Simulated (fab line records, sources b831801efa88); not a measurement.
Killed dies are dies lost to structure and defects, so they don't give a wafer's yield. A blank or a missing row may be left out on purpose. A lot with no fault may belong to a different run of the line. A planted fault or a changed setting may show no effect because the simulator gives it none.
Which of the tools did it? | flow sky130 | 13 lots, 39 wafers sampled, at 5 steps of a route of 708

WHAT THE GAUGES SHOWED, per wafer
SKY_FIELD_ISO_THK_MEAS_25. Usual: for FIELD_ISO_CVD_24_THK the level is 595 nm and the standard deviation is 6.6.
lot  | measured    | on            | FIELD_ISO_CVD_24_THK (nm) | flag
L578 | day 2 13:13 | film-metro-03 | 590 593 590               |
L580 | day 2 23:57 | film-metro-02 | 599 590 594               |
L581 | day 3 06:16 | film-metro-02 | 605 589 598               |
L582 | day 3 12:10 | film-metro-02 | 603 597 602               |
L586 | day 4 06:13 | film-metro-02 | 599 599 592               |
L587 | day 4 11:55 | film-metro-01 | 588 587 591               |
L588 | day 4 17:37 | film-metro-01 | 593 587 599               |
L589 | day 4 23:17 | film-metro-03 | 591 591 589               |
L591 | day 5 09:08 | film-metro-01 | 595 599 591               |
L593 | day 6 00:18 | film-metro-02 | 594 597 595               |
L596 | day 6 12:38 | film-metro-02 | 593 591 594               |
L597 | day 6 20:56 | film-metro-03 | 587 594 585               |
L600 | day 8 14:56 | film-metro-02 | 593 582 591               |

SKY_NWELL_RS_MEAS_29: a four-point-probe measurement. Usual: for NWELL_RS the level is 624.7 ohm/sq and the standard deviation is 1.7.
lot  | measured     | on            | NWELL_RS (ohm/sq) | flag
L578 | day 5 14:46  | film-metro-04 | 627.1 627.7 627.3 |
L580 | day 6 02:28  | film-metro-03 | 626.9 626.2 625.3 |
L581 | day 6 11:43  | film-metro-03 | 623.4 623.0 623.0 |
L582 | day 6 16:28  | film-metro-02 | 625.8 624.3 624.5 |
L586 | day 7 11:38  | film-metro-04 | 627.6 626.6 628.7 |
L587 | day 7 14:35  | film-metro-02 | 615.0 616.6 616.9 | OFF
L588 | day 7 23:02  | film-metro-02 | 623.9 624.6 625.5 |
L589 | day 8 06:00  | film-metro-03 | 616.5 617.2 615.4 | OFF
L591 | day 8 15:29  | film-metro-02 | 625.8 627.9 624.8 |
L593 | day 9 22:49  | film-metro-02 | 625.4 624.9 624.1 |
L596 | day 10 10:31 | film-metro-02 | 624.4 624.3 623.9 |
L597 | day 10 21:23 | film-metro-03 | 621.7 624.1 623.9 |
L600 | day 12 13:48 | film-metro-04 | 624.1 625.4 626.6 |

SKY_SONOS_ONO_THK_MEAS_03. Usual: for SONOS_ONO_CVD_02_THK the level is 10.49 nm and the standard deviation is 0.16.
lot  | measured     | on            | SONOS_ONO_CVD_02_THK (nm) | flag
L578 | day 11 16:52 | film-metro-02 | 10.75 10.56 10.61         |
L580 | day 12 08:01 | film-metro-01 | 10.48 10.75 10.69         |
L581 | day 12 17:15 | film-metro-01 | 10.74 10.73 10.77         |
L582 | day 13 01:32 | film-metro-01 | 10.48 10.43 10.37         |
L586 | day 14 05:49 | film-metro-03 | 10.68 10.73 10.69         |
L587 | day 14 14:07 | film-metro-03 | 10.54 10.56 10.41         |
L588 | day 14 22:32 | film-metro-03 | 10.53 10.58 10.44         |
L589 | day 15 08:01 | film-metro-03 | 10.55 10.46 10.46         |
L591 | day 15 20:31 | film-metro-02 | 10.53 10.35 10.30         |
L593 | day 17 13:20 | film-metro-02 | 10.43 10.30 10.39         |
L596 | day 18 09:09 | film-metro-02 | 10.48 10.62 10.56         |
L597 | day 19 00:28 | film-metro-03 | 10.73 10.51 10.60         |
L600 | day 21 02:47 | film-metro-01 | 10.28 10.25 10.22         |

SKY_RES_PROTECT_TW_MEAS_08. Usual: for POLY_GATE_TW the level is 4042 and the standard deviation is 22.
lot  | measured     | on            | POLY_GATE_TW   | flag
L578 | day 15 02:52 | film-metro-01 | 4012 4004 4021 |
L580 | day 15 20:16 | film-metro-02 | 4050 4037 4050 |
L581 | day 16 07:58 | film-metro-01 | 4021 4035 4039 |
L582 | day 16 18:53 | film-metro-04 | 4055 4066 4063 |
L586 | day 18 02:35 | film-metro-01 | 3990 4037 4013 |
L587 | day 18 10:15 | film-metro-01 | 3998 4018 4016 |
L588 | day 18 21:27 | film-metro-02 | 4025 4051 4052 |
L589 | day 19 04:16 | film-metro-04 | 4055 4046 4053 |
L591 | day 19 21:35 | film-metro-02 | 4069 4057 4053 |
L593 | day 21 17:07 | film-metro-02 | 4069 4062 4056 |
L596 | day 22 11:07 | film-metro-01 | 4035 4024 4031 |
L597 | day 23 02:20 | film-metro-01 | 4028 4027 4006 |
L600 | day 25 04:53 | film-metro-01 | 4034 4023 4026 |

TOOL THAT RAN EACH LOT (tool first, then ch and the chambers of the sampled wafers, then the start)
lot  | SKY_NWELL_IMPLANT_13
L578 | implanter-03 ch 0, day 4 20:23
L580 | implanter-01 ch 0, day 5 07:03
L581 | implanter-01 ch 0, day 5 16:15
L582 | implanter-02 ch 0, day 5 21:32
L586 | implanter-03 ch 0, day 6 18:32
L587 | implanter-02 ch 0, day 6 21:53
L588 | implanter-03 ch 0, day 7 06:04
L589 | implanter-02 ch 0, day 7 09:57
L591 | implanter-03 ch 0, day 7 17:35
L593 | implanter-03 ch 0, day 9 00:35
L596 | implanter-03 ch 0, day 9 12:12
L597 | implanter-03 ch 0, day 9 23:11
L600 | implanter-01 ch 0, day 11 13:51
- SKY_NWELL_IMPLANT_13

AS READ BY THE TOOLS THEMSELVES (means over the sampled wafers that have a number; for cases with no such wafer, the mark the record gives instead)
SKY_NWELL_IMPLANT_13. Usual: beam-on-s 9.98 s, standard deviation 0.2; dose-ions-cm2 7.001e+11, standard deviation 7e+08; end-station-pressure-torr 5e-06 Torr, standard deviation 2.9e-07; faraday-current-uA 3.96, standard deviation 0.078.
lot  | tool         | beam-on-s (s) | dose-ions-cm2 | end-station-pressure-torr (Torr) | faraday-current-uA | flag
L578 | implanter-03 | 10.16         | 7.006e+11     | 5e-06                            | 3.87               |
L580 | implanter-01 | 9.88          | 6.998e+11     | 5e-06                            | 4.00               |
L581 | implanter-01 | 9.95          | 7.000e+11     | 5e-06                            | 3.97               |
L582 | implanter-02 | 9.95          | 7.001e+11     | 5e-06                            | 3.98               |
L586 | implanter-03 | 9.95          | 6.988e+11     | 5e-06                            | 3.97               |
L587 | implanter-02 | 10.15         | 9.167e+11     | 5e-06                            | 5.08               | OFF
L588 | implanter-03 | 10.00         | 6.997e+11     | 5e-06                            | 3.94               |
L589 | implanter-02 | 10.11         | 9.152e+11     | 5e-06                            | 5.12               | OFF
L591 | implanter-03 | 10.00         | 7.003e+11     | 5e-06                            | 3.96               |
L593 | implanter-03 | 9.83          | 6.997e+11     | 5e-06                            | 4.02               |
L596 | implanter-03 | 9.99          | 7.005e+11     | 5e-06                            | 3.96               |
L597 | implanter-03 | 10.02         | 7.008e+11     | 5e-06                            | 3.94               |
L600 | implanter-01 | 10.07         | 7.003e+11     | 5e-06                            | 3.93               |

THE ANSWER, worked out from the rows above alone
Rule: a lot is off if the mean of its wafers that have a number lies more than 3 standard deviations from the usual mean. Also off: a lot with no number at a reading for which 4 or more lots have one. Where the step has rows for the other lots, those lots are counted as sound. Order of review: gauges by route order, followed by the tools' own readings, for which a lot's mean as printed above is used. The first step at which some lot is off is used, and at that step the reading that is off furthest; a lot without a number counts as furthest.
Off: at SKY_NWELL_RS_MEAS_29 (NWELL_RS), L587, L589.
If a tool, at a process step before that reading, ran all the lots that are off and no sound lot after the first of them, it fits. The gauges at SKY_NWELL_RS_MEAS_29 aren't tried: what is off there is off at SKY_NWELL_IMPLANT_13 too, on other tools, and a gauge's error can't cause that. One candidate fits, namely implanter-02 at SKY_NWELL_IMPLANT_13. A fault onset in the window from L582 (day 5 21:32, its last sound lot) to L587 (day 6 21:53, its first lot off) fits.
The tool's own readings at SKY_NWELL_IMPLANT_13 bear it out: on the lots that are off they differ by more than 5 times the standard deviation of the sound lots' means. dose-ions-cm2 reads 9.160e+11 there against 7.001e+11 on the sound lots; faraday-current-uA reads 5.10 there against 3.96 on the sound lots.

WHAT WAS PUT IN BY THE SIMULATOR
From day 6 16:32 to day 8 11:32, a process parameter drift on implanter-02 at SKY_NWELL_IMPLANT_13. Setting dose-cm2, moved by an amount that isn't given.
Shown lots that were struck: L587, L589. The rule given above showed the same thing.
